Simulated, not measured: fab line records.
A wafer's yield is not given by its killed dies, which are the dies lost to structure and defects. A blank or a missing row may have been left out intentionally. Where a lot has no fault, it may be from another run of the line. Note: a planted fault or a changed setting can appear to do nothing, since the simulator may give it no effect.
Matching of chambers	flow sfq-line	4 sister chambers for SFQ_TRILAYER_I1_CMP_CMP_046 on cmp-02
The step polishes SiO2. 14 wafers are shown with their chamber, then 7 later ones without.

WAFERS, EACH WITH ITS CHAMBER
wafer	chamber	motor-current-A (A)	time-to-endpoint-s (s)	head-pressure-psi (psi)
L339.2	2	10.1	224	2.998
L339.1	1	10.5	209	2.994
L339.5	3	12.7	221	2.980
L342.2	2	10.3	204	3.000
L342.3	0	9.3	207	3.003
L342.6	3	11.9	206	2.992
L345.1	0	9.2	210	2.996
L345.3	3	12.5	209	3.008
L345.6	0	9.0	221	2.994
L346.3	2	9.9	219	2.996
L346.4	3	12.3	212	2.998
L346.6	0	8.7	222	2.986
L355.3	1	10.6	204	3.003
L355.5	0	8.6	220	2.999

SIGNATURES, as means of the wafers listed above
reading	chamber 0	chamber 1	chamber 2	chamber 3	scatter within a chamber
motor-current-A	8.960	10.550	10.100	12.350	0.284
time-to-endpoint-s	216.00	206.50	215.67	212.00	7.41
head-pressure-psi	2.99560	2.99850	2.99800	2.99450	0.00788
Rule: distance of a wafer from a chamber = root of the sum over the readings of ((wafer's reading minus chamber's mean) / reading's scatter) squared. If the next closest chamber is less than 2 further off than the closest, the wafer can't be placed; otherwise it belongs to the closest. The scatter is the square root of a quotient: the sum, over the shown wafers, of each reading's squared deviation from its chamber's mean, divided by wafers minus chambers.

WAFERS WITH NO CHAMBER GIVEN
wafer	motor-current-A (A)	time-to-endpoint-s (s)	head-pressure-psi (psi)
L355.6	10.4	216	2.995
L357.1	9.1	205	3.009
L357.3	10.5	206	2.995
L357.4	10.6	210	3.005
L360.2	12.3	211	2.997
L360.4	9.8	222	3.003
L360.3	10.9	216	3.001

EACH ONE'S CHAMBER
wafer	from the rows above	in truth
L355.6	can't be placed: 2 or 1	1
L357.1	can't be placed: 0 or 2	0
L357.3	can't be placed: 1 or 2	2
L357.4	can't be placed: 1 or 2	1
L360.2	3	3
L360.4	can't be placed: 2 or 0 or 1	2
L360.3	can't be placed: 1 or 2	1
Correctly placed: 1 of 7. Can't be placed from these rows: 6 (the true chamber is among the candidates in 6). 0 placed wrongly.
